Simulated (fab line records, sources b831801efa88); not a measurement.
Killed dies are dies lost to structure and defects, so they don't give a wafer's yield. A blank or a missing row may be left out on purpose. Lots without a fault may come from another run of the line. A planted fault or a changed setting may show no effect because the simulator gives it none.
fab line records | flow gf180mcu
record lots=7 wafers=21 last_day=33
route steps=602 shown DUAL_GATE@150 POLY_GATE@157
lots that met no fault: from a run of the same line without faults
start_h: hours from the record's first day to the start of the lot's first wafer shown | wait_h: hours since the lot's step before | " the same as in the row above | L1.1+2: a row that stands for several wafers | - no value, or no start given | * or withheld: withheld | < > ~ a bound
route shown NAME@n: a module of which the file shows steps, and the number in the route of the first | usual: mean/standard deviation of fault-free wafers | same: alike in all rows | chamber/n: place in a boat | sites: the reading at each site | _std_site: their standard deviation | _edge_site: outer sites' mean less inner sites' | radius_mm: how far each site lies from the wafer's centre | mask NAME#n: copy n | behind: the tool/chamber that last shaped the wafer | hold: why the lot was held/for how many hours/how that ended | device: the transistor (n, p or np) that didn't switch | end of line: the same wafers' tests at the end of the route | a step without rows: its recipe alone | killed: dies lost to structure and defects at the first sort, not the wafer's yield | map: a wafer's dies, x killed, . not, _ none there
set.NAME: the setting as run; set.NAME@STEP: as run at that earlier step | model.NAME: the simulator's own value behind a step, which no gauge read
lots at some steps of the route; a table a step, a row a wafer
services: from which hour (start_h, from the record's first day; less than 0 if before it) a tool's chamber was out of use, for how many hours, and why
## steps
# step GF_DUAL_GATE_PEB_09
# recipe temp_c=withheld time_s=* resist=NOVOLAK
# step GF_DUAL_GATE_DEVELOP_10
# recipe develop_time_s=60 dev_temp_c=23
# step GF_DUAL_GATE_OVL_MEAS_11
# usual DUAL_GATE_OVL=0.5/1.3
# columns lot.wafer tool chamber start_h wait_h DUAL_GATE_OVL[nm]
L436.1 overlay-02 - 175.17 0.1 0.5
L436.3 " - " " -0.7
L436.5 " - " " 1.1
L440.1 overlay-02 - 207.02 0.1 -0.1
L440.4 " - " " 0.2
L440.6 " - " " -0.6
L443.2 overlay-02 - 226.03 0.1 -0.1
L443.3 " - " " 0.3
L443.5 " - " " 0.7
L448.1 overlay-01 - 263.67 0.1 1.1
L448.4 " - " " -0.2
L448.6 " - " " 0.4
L450.4 overlay-02 - 272.99 0.1 1.4
L450.5 " - " " 0.8
L450.6 " - " " -0.6
L451.2 overlay-02 - 282.76 0.1 2.8
L451.3 " - " " 2.2
L451.5 " - " " 2.1
L453.3 overlay-01 - 295.93 0.1 1.0
L453.5 " - " " 1.2
L453.6 " - " " 4.5
# step GF_DUAL_GATE_WET_ETCH_12
# recipe chemistry=dHF target_depth_nm=13 dry=n2_spin target=SiO2 temp_c=25 dilution=100:1 time_s=260
# step GF_DUAL_GATE_STRIP_13
# recipe chemistry=O2/N2 power_w=1400 pressure_mtorr=1500 platen_temp_c=250 o2_flow_sccm=3000 n2_flow_sccm=300 overash_fraction=0.5
# usual chamber_pressure_mTorr=1500.0/1.2 drypump_motor_current_A=5.90/0.28 heater_power_w=328/39 oes_product_au=0.716/0.0044 strip_time_to_endpoint_s=12.63/0.032
# columns lot.wafer tool chamber start_h wait_h chamber_pressure_mTorr drypump_motor_current_A heater_power_w oes_product_au rf_hours_counter_h strip_time_to_endpoint_s
L436.1 plasma_asher-03 1 175.29 0.0 1501.2 5.90 256 0.716 52 12.62
L436.3 " 1 " " 1498.0 5.88 261 0.715 - 12.62
L436.5 " 1 " " 1498.6 5.86 257 0.712 - 12.61
L440.1 plasma_asher-02 0 207.14 0.0 1501.9 6.21 383 0.707 42 12.63
L440.4 " 0 " " 1500.0 6.17 368 0.714 - 12.60
L440.6 " 1 " " 1501.3 5.94 329 0.712 - 12.67
L443.2 plasma_asher-03 0 226.14 0.0 1501.3 5.94 318 0.705 58 12.63
L443.3 " 1 " " 1501.1 5.88 263 0.713 - 12.64
L443.5 " 0 " " 1501.7 5.95 324 0.716 - 12.63
L448.1 plasma_asher-01 1 263.79 0.0 1499.9 5.28 319 0.712 11 12.66
L448.4 " 0 " " 1500.5 5.20 317 0.713 - 12.66
L448.6 " 0 " " 1500.9 5.21 322 0.723 - 12.63
L450.4 plasma_asher-03 0 273.16 0.0 1501.0 5.91 320 0.712 - 12.63
L450.5 " 1 " " 1499.1 5.87 263 0.718 - 12.62
L450.6 " 0 " " 1499.3 5.93 321 0.711 - 12.59
L451.2 plasma_asher-03 0 282.87 0.0 1499.8 5.95 316 0.723 64 12.65
L451.3 " 1 " " 1500.7 5.84 264 0.725 - 12.61
L451.5 " 0 " " 1502.6 5.95 323 0.718 - 12.62
L453.3 plasma_asher-02 0 296.07 0.0 1500.0 6.21 379 0.722 - 12.62
L453.5 " 0 " " 1501.4 6.17 378 0.712 - 12.63
L453.6 " 1 " " 1498.0 5.94 335 0.714 - 12.63
# step GF_DUAL_GATE_CLEAN_14
# recipe chemistry=SC1/SC2 mix=1:4:20 temp_c=70 time_s=150 dry=n2_spin
# step GF_DUAL_GATE_OXIDATION_15
# recipe temp_c=850 ambient=O2 stabilise_s=600 purge_s=300 target_thk_a=70.98 ox_time_s=1995
# step GF_POLY_GATE_CVD_00
# recipe material=poly-Si target_thk_nm=200 temp_c=620 time_s=1200 pressure_mtorr=200
# step GF_POLY_GATE_THK_MEAS_01
# recipe reads=poly-Si_of_POLY_GATE_CVD_00
# usual POLY_GATE_CVD_00_THK=200.3/2.3
# columns lot.wafer tool chamber start_h wait_h POLY_GATE_CVD_00_THK[nm]
L436.1 film_metro-03 - 179.42 0.0 200.0
L436.3 " - " " 199.6
L436.5 " - " " 201.0
L440.1 film_metro-01 - 210.84 0.0 195.0
L440.4 " - " " 196.1
L440.6 " - " " 198.9
L443.2 film_metro-03 - 229.23 0.0 199.9
L443.3 " - " " 201.2
L443.5 " - " " 201.4
L448.1 film_metro-03 - 266.82 0.0 199.3
L448.4 " - " " 199.8
L448.6 " - " " 199.7
L450.4 film_metro-03 - 276.65 0.0 200.7
L450.5 " - " " 199.3
L450.6 " - " " 201.5
L451.2 film_metro-03 - 285.92 0.0 200.6
L451.3 " - " " 200.6
L451.5 " - " " 200.3
L453.3 film_metro-04 - 299.70 0.0 198.6
L453.5 " - " " 197.5
L453.6 " - " " 198.8
# step GF_POLY_GATE_DEHYDRATE_02
# recipe temp_c=200 time_s=60
# step GF_POLY_GATE_HMDS_03
# recipe prime_time_s=60 prime_temp_c=120
# step GF_POLY_GATE_COAT_04
# recipe resist=BARC temp_c=withheld time_s=withheld spin_rpm=withheld resist_thk_nm=withheld
# step GF_POLY_GATE_COAT_05
# recipe resist=KrF spin_rpm=withheld resist_thk_nm=700
# columns lot.wafer tool chamber start_h wait_h model.KrF_of_POLY_GATE_COAT_05.thk_nm
L436.1 litho_track-03 0 187 - 697.7
L436.3+5 " 0 " " 698.4
L440.1 litho_track-02 0 219 - 700.5
L440.4 " 0 " " 700
L440.6 " 0 " " 701.2
L443.2 litho_track-02 0 238 - 700.5
L443.3 " 0 " " 702.3
L443.5 " 0 " " 699.3
L448.1 litho_track-02 0 276 - 698.4
L448.4 " 0 " " 699.2
L448.6 " 0 " " 697.9
L450.4 litho_track-02 0 286 - 683.1
L450.5 " 0 " " 699
L450.6 " 0 " " 700.1
L451.2 litho_track-02 0 296 - 700.4
L451.3 " 0 " " 682.5
L451.5 " 0 " " 699.8
L453.3 litho_track-02 0 310 - 683.4
L453.5 " 0 " " 701.4
L453.6 " 0 " " 703.2
# step GF_POLY_GATE_SOFTBAKE_06
# recipe temp_c=130 time_s=60 resist=KrF
# step GF_POLY_GATE_EXPOSE_07
# recipe mask_id=Poly2 target_cd_nm=280 na=0.68 source_shape=conventional sigma_outer=0.6 dose_mj=28
# step GF_POLY_GATE_PEB_08
# recipe peb_temp_c=135 peb_time_s=90 resist=KrF
# step GF_POLY_GATE_DEVELOP_09
# recipe develop_time_s=60 resist=KrF dev_temp_c=21
# columns lot.wafer tool chamber start_h wait_h model.KrF_of_POLY_GATE_COAT_05.thk_nm
L436.1 litho_track-01 0 196.09 0.2 682.7
L436.3 " 0 " " 683.4
L436.5 " 0 " " 683.5
L440.1 litho_track-01 0 228.84 0.2 685.6
L440.4 " 0 " " 685.1
L440.6 " 0 " " 686.3
L443.2 litho_track-02 0 247.99 0.2 685.6
L443.3 " 0 " " 687.4
L443.5 " 0 " " 684.3
L448.1 litho_track-03 0 286.50 0.2 683.5
L448.4 " 0 " " 684.3
L448.6 " 0 " " 683
L450.4 litho_track-02 0 296.99 0.1 668.1
L450.5 " 0 " " 684.1
L450.6 " 0 " " 685.2
L451.2 litho_track-03 0 306.58 0.2 685.5
L451.3 " 0 " " 667.6
L451.5 " 0 " " 684.9
L453.3 litho_track-03 0 320.70 0.1 668.5
L453.5 " 0 " " 686.5
L453.6 " 0 " " 688.3
# step GF_POLY_GATE_CD_MEAS_10
# recipe target_cd_nm=280
# usual cd_nm=280.3/0.92
# columns lot.wafer tool chamber start_h wait_h cd_nm
L436.1 cd_sem-01 - 196.24 0.1 279.7
L436.3 " - " " 280.5
L436.5 " - " " 280.6
L440.1 cd_sem-02 - 228.99 0.1 280.9
L440.4 " - " " 281.2
L440.6 " - " " 281.6
L443.2 cd_sem-02 - 248.14 0.1 279.4
L443.3 " - " " 278.8
L443.5 " - " " 280.2
L448.1 cd_sem-01 - 286.65 0.1 280.0
L448.4 " - " " 281.3
L448.6 " - " " 281.2
L450.4 cd_sem-02 - 297.13 0.1 279.9
L450.5 " - " " 279.9
L450.6 " - " " 280.0
L451.2 cd_sem-01 - 306.72 0.1 280.3
L451.3 " - " " 280.3
L451.5 " - " " 281.3
L453.3 cd_sem-02 - 320.84 0.1 281.0
L453.5 " - " " 280.8
L453.6 " - " " 280.1
## services
# columns tool chamber start_h hours kind
plasma_asher-03 - 260.93 4.3 pm
## key
first_sign none at tools or gauges
model_effect step=GF_POLY_GATE_COAT_05 value=KrF_of_POLY_GATE_COAT_05.thk_nm without=700.5 struck=683
model_effect step=GF_POLY_GATE_DEVELOP_09 value=KrF_of_POLY_GATE_COAT_05.thk_nm without=685.6 struck=668.1
met_at GF_POLY_GATE_COAT_05
struck_wafers L450.4,L451.3,L453.3
tester_left_out L450,L451,L453
onset_between 276 286
fault kind=process_parameter_drift tool=litho_track-02 chamber=- onset_h=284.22 steps=GF_POLY_GATE_COAT_05 channel=resist_thk_nm offset=* shape=step end_h=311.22 scope=struck_wafers_only acts_in=* stated=*
# tester_left_out: of these lots the tester's yield and bins aren't shown, on N5 and GAA mostly nor the transistor test; their killed dies are dies lost to structure and defects alone, not to doping, threshold or leakage, so they don't give the yield
